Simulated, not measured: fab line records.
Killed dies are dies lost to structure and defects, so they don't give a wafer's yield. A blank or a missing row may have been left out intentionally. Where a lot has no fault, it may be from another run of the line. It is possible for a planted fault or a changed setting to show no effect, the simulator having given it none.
Which tool is to blame? / flow sfq-line / 15 lots, 45 wafers sampled, at 7 steps of a route of 325

## WHAT THE GAUGES SHOWED, per wafer
SFQ_I4_OVL_MEAS_928. Usual: I4_OVL typically reads 1 nm, with standard deviation 5.9.
lot=L815; measured=day 51 19:23; on=overlay-02; I4_OVL (nm)=6 3 0; flag=
lot=L816; measured=day 51 22:58; on=overlay-02; I4_OVL (nm)=9 11 8; flag=
lot=L817; measured=day 52 00:11; on=overlay-02; I4_OVL (nm)=-1 0 0; flag=
lot=L818; measured=day 52 02:34; on=overlay-02; I4_OVL (nm)=-2 -5 -11; flag=
lot=L819; measured=day 52 08:22; on=overlay-01; I4_OVL (nm)=-4 0 1; flag=
lot=L820; measured=day 52 11:58; on=overlay-02; I4_OVL (nm)=16 14 16; flag=
lot=L821; measured=day 52 19:18; on=overlay-01; I4_OVL (nm)=1 9 9; flag=
lot=L822; measured=day 52 22:53; on=overlay-02; I4_OVL (nm)=0 3 9; flag=
lot=L823; measured=day 54 04:53; on=overlay-02; I4_OVL (nm)=2 -1 -4; flag=
lot=L825; measured=day 54 15:02; on=overlay-02; I4_OVL (nm)=4 4 9; flag=
lot=L827; measured=day 55 18:38; on=overlay-02; I4_OVL (nm)=-2 3 5; flag=
lot=L828; measured=day 55 22:14; on=overlay-02; I4_OVL (nm)=- - -; flag=OFF
lot=L829; measured=day 56 07:20; on=overlay-02; I4_OVL (nm)=- - -; flag=OFF
lot=L830; measured=day 56 13:20; on=overlay-02; I4_OVL (nm)=- - -; flag=OFF
lot=L836; measured=day 58 13:19; on=overlay-02; I4_OVL (nm)=5 5 1; flag=

## WHICH TOOL RAN EACH LOT (tool, then ch and the chambers of the sampled wafers, then the start)
lot=L815; SFQ_TRILAYER_M0_BARC_OPEN_METAL_ETCH_031=rie-metal-04 ch 0,1, day 14 09:56; SFQ_TRILAYER_M0_ETCH_METAL_ETCH_024=rie-metal-04 ch 0,1, day 14 10:01; SFQ_TRILAYER_I0_VIA_LITHO_EXPOSE_032=krf-scanner-01 ch 0, day 20 06:57; SFQ_TRILAYER_I0_VIA_BARC_OPEN_VIA_ETCH_046=rie-diel-02 ch 0,1,2, day 20 08:05; SFQ_TRILAYER_I0_VIA_ETCH_VIA_ETCH_034=rie-diel-02 ch 0,1,2, day 20 08:07; SFQ_TRILAYER_I3_METRO_MEASURE_083=film-metro-04, day 40 13:07
lot=L816; SFQ_TRILAYER_M0_BARC_OPEN_METAL_ETCH_031=rie-metal-04 ch 0, day 14 20:43; SFQ_TRILAYER_M0_ETCH_METAL_ETCH_024=rie-metal-04 ch 0, day 14 20:47; SFQ_TRILAYER_I0_VIA_LITHO_EXPOSE_032=krf-scanner-02 ch 0, day 20 18:40; SFQ_TRILAYER_I0_VIA_BARC_OPEN_VIA_ETCH_046=rie-diel-02 ch 0,1, day 20 20:13; SFQ_TRILAYER_I0_VIA_ETCH_VIA_ETCH_034=rie-diel-02 ch 0,1, day 20 20:15; SFQ_TRILAYER_I3_METRO_MEASURE_083=film-metro-04, day 40 18:20
lot=L817; SFQ_TRILAYER_M0_BARC_OPEN_METAL_ETCH_031=rie-metal-02 ch 0,1, day 14 21:56; SFQ_TRILAYER_M0_ETCH_METAL_ETCH_024=rie-metal-02 ch 0,1, day 14 22:01; SFQ_TRILAYER_I0_VIA_LITHO_EXPOSE_032=krf-scanner-02 ch 0, day 20 21:40; SFQ_TRILAYER_I0_VIA_BARC_OPEN_VIA_ETCH_046=rie-diel-03 ch 0,2,3, day 20 22:37; SFQ_TRILAYER_I0_VIA_ETCH_VIA_ETCH_034=rie-diel-03 ch 0,2,3, day 20 22:39; SFQ_TRILAYER_I3_METRO_MEASURE_083=film-metro-03, day 40 19:19
lot=L818; SFQ_TRILAYER_M0_BARC_OPEN_METAL_ETCH_031=rie-metal-03 ch 0,1, day 14 23:07; SFQ_TRILAYER_M0_ETCH_METAL_ETCH_024=rie-metal-03 ch 0,1, day 14 23:11; SFQ_TRILAYER_I0_VIA_LITHO_EXPOSE_032=krf-scanner-02 ch 0, day 20 22:16; SFQ_TRILAYER_I0_VIA_BARC_OPEN_VIA_ETCH_046=rie-diel-02 ch 0,1,2, day 20 23:49; SFQ_TRILAYER_I0_VIA_ETCH_VIA_ETCH_034=rie-diel-02 ch 0,1,2, day 20 23:51; SFQ_TRILAYER_I3_METRO_MEASURE_083=film-metro-04, day 40 21:43
lot=L819; SFQ_TRILAYER_M0_BARC_OPEN_METAL_ETCH_031=rie-metal-02 ch 0,1, day 15 00:20; SFQ_TRILAYER_M0_ETCH_METAL_ETCH_024=rie-metal-02 ch 0,1, day 15 00:25; SFQ_TRILAYER_I0_VIA_LITHO_EXPOSE_032=krf-scanner-02 ch 0, day 21 02:16; SFQ_TRILAYER_I0_VIA_BARC_OPEN_VIA_ETCH_046=rie-diel-02 ch 0,1, day 21 03:26; SFQ_TRILAYER_I0_VIA_ETCH_VIA_ETCH_034=rie-diel-02 ch 0,1, day 21 03:32; SFQ_TRILAYER_I3_METRO_MEASURE_083=film-metro-03, day 41 00:44
lot=L820; SFQ_TRILAYER_M0_BARC_OPEN_METAL_ETCH_031=rie-metal-03 ch 1, day 15 01:31; SFQ_TRILAYER_M0_ETCH_METAL_ETCH_024=rie-metal-03 ch 1, day 15 01:35; SFQ_TRILAYER_I0_VIA_LITHO_EXPOSE_032=krf-scanner-02 ch 0, day 21 06:52; SFQ_TRILAYER_I0_VIA_BARC_OPEN_VIA_ETCH_046=rie-diel-01 ch 0,1,2, day 21 08:13; SFQ_TRILAYER_I0_VIA_ETCH_VIA_ETCH_034=rie-diel-01 ch 0,1,2, day 21 08:15; SFQ_TRILAYER_I3_METRO_MEASURE_083=film-metro-02, day 41 06:32
lot=L821; SFQ_TRILAYER_M0_BARC_OPEN_METAL_ETCH_031=rie-metal-02 ch 0,1, day 15 02:44; SFQ_TRILAYER_M0_ETCH_METAL_ETCH_024=rie-metal-02 ch 0,1, day 15 02:49; SFQ_TRILAYER_I0_VIA_LITHO_EXPOSE_032=krf-scanner-02 ch 0, day 21 09:28; SFQ_TRILAYER_I0_VIA_BARC_OPEN_VIA_ETCH_046=rie-diel-03 ch 1,3, day 21 10:37; SFQ_TRILAYER_I0_VIA_ETCH_VIA_ETCH_034=rie-diel-03 ch 1,3, day 21 10:39; SFQ_TRILAYER_I3_METRO_MEASURE_083=film-metro-03, day 41 09:44
lot=L822; SFQ_TRILAYER_M0_BARC_OPEN_METAL_ETCH_031=rie-metal-04 ch 0,1, day 15 03:55; SFQ_TRILAYER_M0_ETCH_METAL_ETCH_024=rie-metal-04 ch 0,1, day 15 03:59; SFQ_TRILAYER_I0_VIA_LITHO_EXPOSE_032=krf-scanner-02 ch 0, day 21 12:40; SFQ_TRILAYER_I0_VIA_BARC_OPEN_VIA_ETCH_046=rie-diel-02 ch 1,2, day 21 14:13; SFQ_TRILAYER_I0_VIA_ETCH_VIA_ETCH_034=rie-diel-02 ch 1,2, day 21 14:16; SFQ_TRILAYER_I3_METRO_MEASURE_083=film-metro-02, day 41 13:41
lot=L823; SFQ_TRILAYER_M0_BARC_OPEN_METAL_ETCH_031=rie-metal-03 ch 0,1, day 15 05:07; SFQ_TRILAYER_M0_ETCH_METAL_ETCH_024=rie-metal-03 ch 0,1, day 15 05:11; SFQ_TRILAYER_I0_VIA_LITHO_EXPOSE_032=krf-scanner-02 ch 0, day 21 14:04; SFQ_TRILAYER_I0_VIA_BARC_OPEN_VIA_ETCH_046=rie-diel-01 ch 1,3, day 21 15:25; SFQ_TRILAYER_I0_VIA_ETCH_VIA_ETCH_034=rie-diel-01 ch 1,3, day 21 15:27; SFQ_TRILAYER_I3_METRO_MEASURE_083=film-metro-03, day 42 13:53
lot=L825; SFQ_TRILAYER_M0_BARC_OPEN_METAL_ETCH_031=rie-metal-04 ch 0,1, day 16 15:32; SFQ_TRILAYER_M0_ETCH_METAL_ETCH_024=rie-metal-04 ch 0,1, day 16 15:35; SFQ_TRILAYER_I0_VIA_LITHO_EXPOSE_032=krf-scanner-02 ch 0, day 23 00:52; SFQ_TRILAYER_I0_VIA_BARC_OPEN_VIA_ETCH_046=rie-diel-02 ch 2,3, day 23 02:13; SFQ_TRILAYER_I0_VIA_ETCH_VIA_ETCH_034=rie-diel-02 ch 2,3, day 23 02:15; SFQ_TRILAYER_I3_METRO_MEASURE_083=film-metro-04, day 42 22:53
lot=L827; SFQ_TRILAYER_M0_BARC_OPEN_METAL_ETCH_031=rie-metal-04 ch 0,1, day 17 09:40; SFQ_TRILAYER_M0_ETCH_METAL_ETCH_024=rie-metal-04 ch 0,1, day 17 09:43; SFQ_TRILAYER_I0_VIA_LITHO_EXPOSE_032=krf-scanner-01 ch 0, day 23 23:36; SFQ_TRILAYER_I0_VIA_BARC_OPEN_VIA_ETCH_046=rie-diel-02 ch 0,2,3, day 24 01:08; SFQ_TRILAYER_I0_VIA_ETCH_VIA_ETCH_034=rie-diel-02 ch 0,2,3, day 24 01:10; SFQ_TRILAYER_I3_METRO_MEASURE_083=film-metro-04, day 43 15:20
lot=L828; SFQ_TRILAYER_M0_BARC_OPEN_METAL_ETCH_031=rie-metal-04 ch 0,1, day 17 18:04; SFQ_TRILAYER_M0_ETCH_METAL_ETCH_024=rie-metal-04 ch 0,1, day 17 18:07; SFQ_TRILAYER_I0_VIA_LITHO_EXPOSE_032=krf-scanner-01, day 24 06:48; SFQ_TRILAYER_I0_VIA_BARC_OPEN_VIA_ETCH_046=rie-diel-02 ch 1,2,3, day 24 08:20; SFQ_TRILAYER_I0_VIA_ETCH_VIA_ETCH_034=rie-diel-02 ch 1,2,3, day 24 08:22; SFQ_TRILAYER_I3_METRO_MEASURE_083=film-metro-03, day 43 18:20
lot=L829; SFQ_TRILAYER_M0_BARC_OPEN_METAL_ETCH_031=rie-metal-02 ch 0,1, day 18 03:40; SFQ_TRILAYER_M0_ETCH_METAL_ETCH_024=rie-metal-02 ch 0,1, day 18 03:44; SFQ_TRILAYER_I0_VIA_LITHO_EXPOSE_032=krf-scanner-02, day 24 17:13; SFQ_TRILAYER_I0_VIA_BARC_OPEN_VIA_ETCH_046=rie-diel-02 ch 0,2,3, day 24 18:34; SFQ_TRILAYER_I0_VIA_ETCH_VIA_ETCH_034=rie-diel-02 ch 0,2,3, day 24 18:36; SFQ_TRILAYER_I3_METRO_MEASURE_083=film-metro-03, day 44 08:11
lot=L830; SFQ_TRILAYER_M0_BARC_OPEN_METAL_ETCH_031=rie-metal-04 ch 0, day 18 15:42; SFQ_TRILAYER_M0_ETCH_METAL_ETCH_024=rie-metal-04 ch 0, day 18 15:52; SFQ_TRILAYER_I0_VIA_LITHO_EXPOSE_032=krf-scanner-02, day 25 05:25; SFQ_TRILAYER_I0_VIA_BARC_OPEN_VIA_ETCH_046=rie-diel-02 ch 0,2,3, day 25 06:34; SFQ_TRILAYER_I0_VIA_ETCH_VIA_ETCH_034=rie-diel-02 ch 0,2,3, day 25 06:36; SFQ_TRILAYER_I3_METRO_MEASURE_083=film-metro-02, day 44 12:04
lot=L836; SFQ_TRILAYER_M0_BARC_OPEN_METAL_ETCH_031=rie-metal-03 ch 0,1, day 21 13:01; SFQ_TRILAYER_M0_ETCH_METAL_ETCH_024=rie-metal-03 ch 0,1, day 21 13:04; SFQ_TRILAYER_I0_VIA_LITHO_EXPOSE_032=krf-scanner-02 ch 0, day 28 01:37; SFQ_TRILAYER_I0_VIA_BARC_OPEN_VIA_ETCH_046=rie-diel-02 ch 1,2, day 28 03:08; SFQ_TRILAYER_I0_VIA_ETCH_VIA_ETCH_034=rie-diel-02 ch 1,2, day 28 03:11; SFQ_TRILAYER_I3_METRO_MEASURE_083=film-metro-03, day 47 05:46
- SFQ_TRILAYER_M0_BARC_OPEN_METAL_ETCH_031: etches BARC in O2, target depth 125 nm, time 41.7 s.
- SFQ_TRILAYER_M0_ETCH_METAL_ETCH_024: etches Nb in Cl2/Ar, stops on SiO2, target depth 240 nm, time 120 s.
- SFQ_TRILAYER_I0_VIA_LITHO_EXPOSE_032: exposes mask I0, target cd 500 nm.
- SFQ_TRILAYER_I0_VIA_BARC_OPEN_VIA_ETCH_046: etches BARC in O2, target depth 125 nm, time 41.7 s.
- SFQ_TRILAYER_I0_VIA_ETCH_VIA_ETCH_034: etches SiO2 in CHF3, stops on Nb, target depth 260 nm.
- SFQ_TRILAYER_I3_METRO_MEASURE_083

## WHAT THE TOOLS THEMSELVES READ (means of the sampled wafers that have a number; where no wafer has one, the mark that the record gives instead)
SFQ_TRILAYER_M0_BARC_OPEN_METAL_ETCH_031. Usual: bias-w 80.00 W, standard deviation 0.25; chamber-pressure-mTorr 10.000 mTorr, standard deviation 0.0098; drypump-motor-current-A 5.8 A, standard deviation 0.5; oes-product-au 0.685 a.u., standard deviation 0.0048.
lot=L815; tool=rie-metal-04; bias-w (W)=79.88; chamber-pressure-mTorr (mTorr)=9.996; drypump-motor-current-A (A)=6.2; oes-product-au (a.u.)=0.688; flag=
lot=L816; tool=rie-metal-04; bias-w (W)=80.17; chamber-pressure-mTorr (mTorr)=9.990; drypump-motor-current-A (A)=6.2; oes-product-au (a.u.)=0.684; flag=
lot=L817; tool=rie-metal-02; bias-w (W)=79.74; chamber-pressure-mTorr (mTorr)=9.995; drypump-motor-current-A (A)=5.9; oes-product-au (a.u.)=0.682; flag=
lot=L818; tool=rie-metal-03; bias-w (W)=80.23; chamber-pressure-mTorr (mTorr)=10.002; drypump-motor-current-A (A)=5.4; oes-product-au (a.u.)=0.690; flag=
lot=L819; tool=rie-metal-02; bias-w (W)=79.85; chamber-pressure-mTorr (mTorr)=9.997; drypump-motor-current-A (A)=5.9; oes-product-au (a.u.)=0.688; flag=
lot=L820; tool=rie-metal-03; bias-w (W)=79.98; chamber-pressure-mTorr (mTorr)=10.009; drypump-motor-current-A (A)=5.2; oes-product-au (a.u.)=0.687; flag=
lot=L821; tool=rie-metal-02; bias-w (W)=80.17; chamber-pressure-mTorr (mTorr)=10.007; drypump-motor-current-A (A)=5.9; oes-product-au (a.u.)=0.682; flag=
lot=L822; tool=rie-metal-04; bias-w (W)=80.15; chamber-pressure-mTorr (mTorr)=9.999; drypump-motor-current-A (A)=6.2; oes-product-au (a.u.)=0.685; flag=
lot=L823; tool=rie-metal-03; bias-w (W)=80.10; chamber-pressure-mTorr (mTorr)=9.999; drypump-motor-current-A (A)=5.3; oes-product-au (a.u.)=0.686; flag=
lot=L825; tool=rie-metal-04; bias-w (W)=79.82; chamber-pressure-mTorr (mTorr)=10.007; drypump-motor-current-A (A)=6.2; oes-product-au (a.u.)=0.689; flag=
lot=L827; tool=rie-metal-04; bias-w (W)=79.85; chamber-pressure-mTorr (mTorr)=9.998; drypump-motor-current-A (A)=6.2; oes-product-au (a.u.)=0.684; flag=
lot=L828; tool=rie-metal-04; bias-w (W)=-; chamber-pressure-mTorr (mTorr)=-; drypump-motor-current-A (A)=-; oes-product-au (a.u.)=-; flag=OFF
lot=L829; tool=rie-metal-02; bias-w (W)=-; chamber-pressure-mTorr (mTorr)=-; drypump-motor-current-A (A)=-; oes-product-au (a.u.)=-; flag=OFF
lot=L830; tool=rie-metal-04; bias-w (W)=-; chamber-pressure-mTorr (mTorr)=-; drypump-motor-current-A (A)=-; oes-product-au (a.u.)=-; flag=OFF
lot=L836; tool=rie-metal-03; bias-w (W)=80.36; chamber-pressure-mTorr (mTorr)=9.996; drypump-motor-current-A (A)=5.3; oes-product-au (a.u.)=0.684; flag=

SFQ_TRILAYER_M0_ETCH_METAL_ETCH_024. Usual: bias-w 79.97 W, standard deviation 0.24; chamber-pressure-mTorr 10.489 mTorr, standard deviation 0.01; drypump-motor-current-A 5.8 A, standard deviation 0.49; oes-product-au 0.893 a.u., standard deviation 0.006.
lot=L815; tool=rie-metal-04; bias-w (W)=79.92; chamber-pressure-mTorr (mTorr)=10.485; drypump-motor-current-A (A)=6.2; oes-product-au (a.u.)=0.903; flag=
lot=L816; tool=rie-metal-04; bias-w (W)=79.90; chamber-pressure-mTorr (mTorr)=10.489; drypump-motor-current-A (A)=6.2; oes-product-au (a.u.)=0.897; flag=
lot=L817; tool=rie-metal-02; bias-w (W)=79.95; chamber-pressure-mTorr (mTorr)=10.497; drypump-motor-current-A (A)=5.9; oes-product-au (a.u.)=0.888; flag=
lot=L818; tool=rie-metal-03; bias-w (W)=79.76; chamber-pressure-mTorr (mTorr)=10.495; drypump-motor-current-A (A)=5.4; oes-product-au (a.u.)=0.891; flag=
lot=L819; tool=rie-metal-02; bias-w (W)=80.30; chamber-pressure-mTorr (mTorr)=10.500; drypump-motor-current-A (A)=5.9; oes-product-au (a.u.)=0.898; flag=
lot=L820; tool=rie-metal-03; bias-w (W)=79.86; chamber-pressure-mTorr (mTorr)=10.489; drypump-motor-current-A (A)=5.2; oes-product-au (a.u.)=0.896; flag=
lot=L821; tool=rie-metal-02; bias-w (W)=80.19; chamber-pressure-mTorr (mTorr)=10.488; drypump-motor-current-A (A)=5.9; oes-product-au (a.u.)=0.896; flag=
lot=L822; tool=rie-metal-04; bias-w (W)=79.80; chamber-pressure-mTorr (mTorr)=10.491; drypump-motor-current-A (A)=6.2; oes-product-au (a.u.)=0.888; flag=
lot=L823; tool=rie-metal-03; bias-w (W)=80.11; chamber-pressure-mTorr (mTorr)=10.483; drypump-motor-current-A (A)=5.3; oes-product-au (a.u.)=0.888; flag=
lot=L825; tool=rie-metal-04; bias-w (W)=79.97; chamber-pressure-mTorr (mTorr)=10.488; drypump-motor-current-A (A)=6.2; oes-product-au (a.u.)=0.890; flag=
lot=L827; tool=rie-metal-04; bias-w (W)=80.11; chamber-pressure-mTorr (mTorr)=10.486; drypump-motor-current-A (A)=6.2; oes-product-au (a.u.)=0.893; flag=
lot=L828; tool=rie-metal-04; bias-w (W)=80.17; chamber-pressure-mTorr (mTorr)=10.507; drypump-motor-current-A (A)=6.2; oes-product-au (a.u.)=0.377; flag=OFF
lot=L829; tool=rie-metal-02; bias-w (W)=79.99; chamber-pressure-mTorr (mTorr)=10.485; drypump-motor-current-A (A)=5.9; oes-product-au (a.u.)=0.375; flag=OFF
lot=L830; tool=rie-metal-04; bias-w (W)=79.70; chamber-pressure-mTorr (mTorr)=10.482; drypump-motor-current-A (A)=6.2; oes-product-au (a.u.)=0.376; flag=OFF
lot=L836; tool=rie-metal-03; bias-w (W)=79.79; chamber-pressure-mTorr (mTorr)=10.484; drypump-motor-current-A (A)=5.3; oes-product-au (a.u.)=0.888; flag=

SFQ_TRILAYER_I0_VIA_LITHO_EXPOSE_032. Usual: exposure-dose-mJ-cm2 21.500, standard deviation 0.02; focus-offset-nm -0.1 nm, standard deviation 0.47; reticle-temp-C 23.03 C, standard deviation 0.11.
lot=L815; tool=krf-scanner-01; exposure-dose-mJ-cm2=21.497; focus-offset-nm (nm)=0.0; reticle-temp-C (C)=22.98; flag=
lot=L816; tool=krf-scanner-02; exposure-dose-mJ-cm2=21.486; focus-offset-nm (nm)=-0.3; reticle-temp-C (C)=23.01; flag=
lot=L817; tool=krf-scanner-02; exposure-dose-mJ-cm2=21.487; focus-offset-nm (nm)=-0.7; reticle-temp-C (C)=22.92; flag=
lot=L818; tool=krf-scanner-02; exposure-dose-mJ-cm2=21.501; focus-offset-nm (nm)=-0.3; reticle-temp-C (C)=23.02; flag=
lot=L819; tool=krf-scanner-02; exposure-dose-mJ-cm2=21.499; focus-offset-nm (nm)=-0.4; reticle-temp-C (C)=23.12; flag=
lot=L820; tool=krf-scanner-02; exposure-dose-mJ-cm2=21.523; focus-offset-nm (nm)=-0.1; reticle-temp-C (C)=23.14; flag=
lot=L821; tool=krf-scanner-02; exposure-dose-mJ-cm2=21.500; focus-offset-nm (nm)=-0.1; reticle-temp-C (C)=22.90; flag=
lot=L822; tool=krf-scanner-02; exposure-dose-mJ-cm2=21.514; focus-offset-nm (nm)=0.4; reticle-temp-C (C)=23.13; flag=
lot=L823; tool=krf-scanner-02; exposure-dose-mJ-cm2=21.465; focus-offset-nm (nm)=0.5; reticle-temp-C (C)=23.15; flag=
lot=L825; tool=krf-scanner-02; exposure-dose-mJ-cm2=21.493; focus-offset-nm (nm)=-0.1; reticle-temp-C (C)=23.04; flag=
lot=L827; tool=krf-scanner-01; exposure-dose-mJ-cm2=21.516; focus-offset-nm (nm)=0.4; reticle-temp-C (C)=23.10; flag=
lot=L828; tool=krf-scanner-01; exposure-dose-mJ-cm2=-; focus-offset-nm (nm)=-; reticle-temp-C (C)=-; flag=OFF
lot=L829; tool=krf-scanner-02; exposure-dose-mJ-cm2=-; focus-offset-nm (nm)=-; reticle-temp-C (C)=-; flag=OFF
lot=L830; tool=krf-scanner-02; exposure-dose-mJ-cm2=-; focus-offset-nm (nm)=-; reticle-temp-C (C)=-; flag=OFF
lot=L836; tool=krf-scanner-02; exposure-dose-mJ-cm2=21.469; focus-offset-nm (nm)=-0.3; reticle-temp-C (C)=23.02; flag=

SFQ_TRILAYER_I0_VIA_BARC_OPEN_VIA_ETCH_046. Usual: bias-w 79.99 W, standard deviation 0.24; chamber-pressure-mTorr 30.01 mTorr, standard deviation 0.044; drypump-motor-current-A 5.7 A, standard deviation 0.58; oes-product-au 0.685 a.u., standard deviation 0.0049.
lot=L815; tool=rie-diel-02; bias-w (W)=80.26; chamber-pressure-mTorr (mTorr)=30.02; drypump-motor-current-A (A)=5.5; oes-product-au (a.u.)=0.681; flag=
lot=L816; tool=rie-diel-02; bias-w (W)=79.88; chamber-pressure-mTorr (mTorr)=30.13; drypump-motor-current-A (A)=6.0; oes-product-au (a.u.)=0.690; flag=
lot=L817; tool=rie-diel-03; bias-w (W)=80.01; chamber-pressure-mTorr (mTorr)=30.01; drypump-motor-current-A (A)=5.8; oes-product-au (a.u.)=0.684; flag=
lot=L818; tool=rie-diel-02; bias-w (W)=80.13; chamber-pressure-mTorr (mTorr)=30.01; drypump-motor-current-A (A)=5.5; oes-product-au (a.u.)=0.682; flag=
lot=L819; tool=rie-diel-02; bias-w (W)=80.03; chamber-pressure-mTorr (mTorr)=30.01; drypump-motor-current-A (A)=6.0; oes-product-au (a.u.)=0.679; flag=
lot=L820; tool=rie-diel-01; bias-w (W)=79.97; chamber-pressure-mTorr (mTorr)=29.99; drypump-motor-current-A (A)=6.2; oes-product-au (a.u.)=0.685; flag=
lot=L821; tool=rie-diel-03; bias-w (W)=80.12; chamber-pressure-mTorr (mTorr)=30.04; drypump-motor-current-A (A)=5.6; oes-product-au (a.u.)=0.682; flag=
lot=L822; tool=rie-diel-02; bias-w (W)=79.96; chamber-pressure-mTorr (mTorr)=29.98; drypump-motor-current-A (A)=5.1; oes-product-au (a.u.)=0.684; flag=
lot=L823; tool=rie-diel-01; bias-w (W)=79.93; chamber-pressure-mTorr (mTorr)=30.01; drypump-motor-current-A (A)=6.2; oes-product-au (a.u.)=0.686; flag=
lot=L825; tool=rie-diel-02; bias-w (W)=79.77; chamber-pressure-mTorr (mTorr)=30.02; drypump-motor-current-A (A)=5.2; oes-product-au (a.u.)=0.680; flag=
lot=L827; tool=rie-diel-02; bias-w (W)=79.90; chamber-pressure-mTorr (mTorr)=30.01; drypump-motor-current-A (A)=5.6; oes-product-au (a.u.)=0.684; flag=
lot=L828; tool=rie-diel-02; bias-w (W)=79.86; chamber-pressure-mTorr (mTorr)=30.04; drypump-motor-current-A (A)=5.6; oes-product-au (a.u.)=0.683; flag=
lot=L829; tool=rie-diel-02; bias-w (W)=80.02; chamber-pressure-mTorr (mTorr)=30.01; drypump-motor-current-A (A)=5.6; oes-product-au (a.u.)=0.686; flag=
lot=L830; tool=rie-diel-02; bias-w (W)=80.02; chamber-pressure-mTorr (mTorr)=29.99; drypump-motor-current-A (A)=5.6; oes-product-au (a.u.)=0.681; flag=
lot=L836; tool=rie-diel-02; bias-w (W)=79.92; chamber-pressure-mTorr (mTorr)=30.03; drypump-motor-current-A (A)=5.1; oes-product-au (a.u.)=0.687; flag=

SFQ_TRILAYER_I0_VIA_ETCH_VIA_ETCH_034. Usual: bias-w 80.00 W, standard deviation 0.24; chamber-pressure-mTorr 29.998 mTorr, standard deviation 0.028; drypump-motor-current-A 5.7 A, standard deviation 0.58; oes-product-au 0.855 a.u., standard deviation 0.005.
lot=L815; tool=rie-diel-02; bias-w (W)=79.82; chamber-pressure-mTorr (mTorr)=29.987; drypump-motor-current-A (A)=5.5; oes-product-au (a.u.)=0.859; flag=
lot=L816; tool=rie-diel-02; bias-w (W)=79.98; chamber-pressure-mTorr (mTorr)=30.012; drypump-motor-current-A (A)=5.9; oes-product-au (a.u.)=0.853; flag=
lot=L817; tool=rie-diel-03; bias-w (W)=79.95; chamber-pressure-mTorr (mTorr)=29.983; drypump-motor-current-A (A)=5.8; oes-product-au (a.u.)=0.853; flag=
lot=L818; tool=rie-diel-02; bias-w (W)=80.13; chamber-pressure-mTorr (mTorr)=29.992; drypump-motor-current-A (A)=5.6; oes-product-au (a.u.)=0.852; flag=
lot=L819; tool=rie-diel-02; bias-w (W)=79.74; chamber-pressure-mTorr (mTorr)=30.021; drypump-motor-current-A (A)=6.0; oes-product-au (a.u.)=0.857; flag=
lot=L820; tool=rie-diel-01; bias-w (W)=79.85; chamber-pressure-mTorr (mTorr)=29.993; drypump-motor-current-A (A)=6.1; oes-product-au (a.u.)=0.859; flag=
lot=L821; tool=rie-diel-03; bias-w (W)=80.13; chamber-pressure-mTorr (mTorr)=29.974; drypump-motor-current-A (A)=5.5; oes-product-au (a.u.)=0.851; flag=
lot=L822; tool=rie-diel-02; bias-w (W)=80.07; chamber-pressure-mTorr (mTorr)=30.022; drypump-motor-current-A (A)=5.1; oes-product-au (a.u.)=0.849; flag=
lot=L823; tool=rie-diel-01; bias-w (W)=80.22; chamber-pressure-mTorr (mTorr)=30.014; drypump-motor-current-A (A)=6.1; oes-product-au (a.u.)=0.851; flag=
lot=L825; tool=rie-diel-02; bias-w (W)=79.75; chamber-pressure-mTorr (mTorr)=29.984; drypump-motor-current-A (A)=5.2; oes-product-au (a.u.)=0.853; flag=
lot=L827; tool=rie-diel-02; bias-w (W)=79.91; chamber-pressure-mTorr (mTorr)=30.028; drypump-motor-current-A (A)=5.6; oes-product-au (a.u.)=0.852; flag=
lot=L828; tool=rie-diel-02; bias-w (W)=80.29; chamber-pressure-mTorr (mTorr)=30.017; drypump-motor-current-A (A)=5.6; oes-product-au (a.u.)=0.375; flag=OFF
lot=L829; tool=rie-diel-02; bias-w (W)=79.90; chamber-pressure-mTorr (mTorr)=30.006; drypump-motor-current-A (A)=5.6; oes-product-au (a.u.)=0.370; flag=OFF
lot=L830; tool=rie-diel-02; bias-w (W)=79.98; chamber-pressure-mTorr (mTorr)=30.000; drypump-motor-current-A (A)=5.6; oes-product-au (a.u.)=0.379; flag=OFF
lot=L836; tool=rie-diel-02; bias-w (W)=79.96; chamber-pressure-mTorr (mTorr)=29.997; drypump-motor-current-A (A)=5.1; oes-product-au (a.u.)=0.853; flag=

SFQ_TRILAYER_I3_METRO_MEASURE_083. Usual: thk-nm reads 200.7 nm (standard deviation 1.1).
lot=L815; tool=film-metro-04; thk-nm (nm)=199.6; flag=
lot=L816; tool=film-metro-04; thk-nm (nm)=202.2; flag=
lot=L817; tool=film-metro-03; thk-nm (nm)=199.8; flag=
lot=L818; tool=film-metro-04; thk-nm (nm)=199.5; flag=
lot=L819; tool=film-metro-03; thk-nm (nm)=201.6; flag=
lot=L820; tool=film-metro-02; thk-nm (nm)=199.8; flag=
lot=L821; tool=film-metro-03; thk-nm (nm)=201.6; flag=
lot=L822; tool=film-metro-02; thk-nm (nm)=200.7; flag=
lot=L823; tool=film-metro-03; thk-nm (nm)=201.4; flag=
lot=L825; tool=film-metro-04; thk-nm (nm)=201.6; flag=
lot=L827; tool=film-metro-04; thk-nm (nm)=199.8; flag=
lot=L828; tool=film-metro-03; thk-nm (nm)=200.8; flag=
lot=L829; tool=film-metro-03; thk-nm (nm)=201.4; flag=
lot=L830; tool=film-metro-02; thk-nm (nm)=199.7; flag=
lot=L836; tool=film-metro-03; thk-nm (nm)=199.3; flag=

## THE ANSWER, worked out from the rows above alone
Rule: take the mean of a lot's wafers that have a number; if it is more than 3 standard deviations from the usual mean, the lot is off. Also off: a lot with no number at a reading for which 4 or more lots have one. All remaining lots with rows at the step are treated as sound. Order of review: gauges by route order, followed by the tools' own readings, for which a lot's mean as printed above is used. At the first step where some lot is off, the reading lying furthest off is the one used; lots without a number count as furthest.
Off: L828, L829, L830, seen at SFQ_I4_OVL_MEAS_928 (I4_OVL). Without a number there: L828, L829, L830.
If a tool, at a process step before that reading, ran all the lots that are off and no sound lot after the first of them, it fits. The gauges at SFQ_I4_OVL_MEAS_928 aren't tried: what is off there is off at SFQ_TRILAYER_M0_BARC_OPEN_METAL_ETCH_031 too, on other tools, and a gauge's error can't cause that. None of those tried fits.

## WHAT THE SIMULATOR HAD PUT IN
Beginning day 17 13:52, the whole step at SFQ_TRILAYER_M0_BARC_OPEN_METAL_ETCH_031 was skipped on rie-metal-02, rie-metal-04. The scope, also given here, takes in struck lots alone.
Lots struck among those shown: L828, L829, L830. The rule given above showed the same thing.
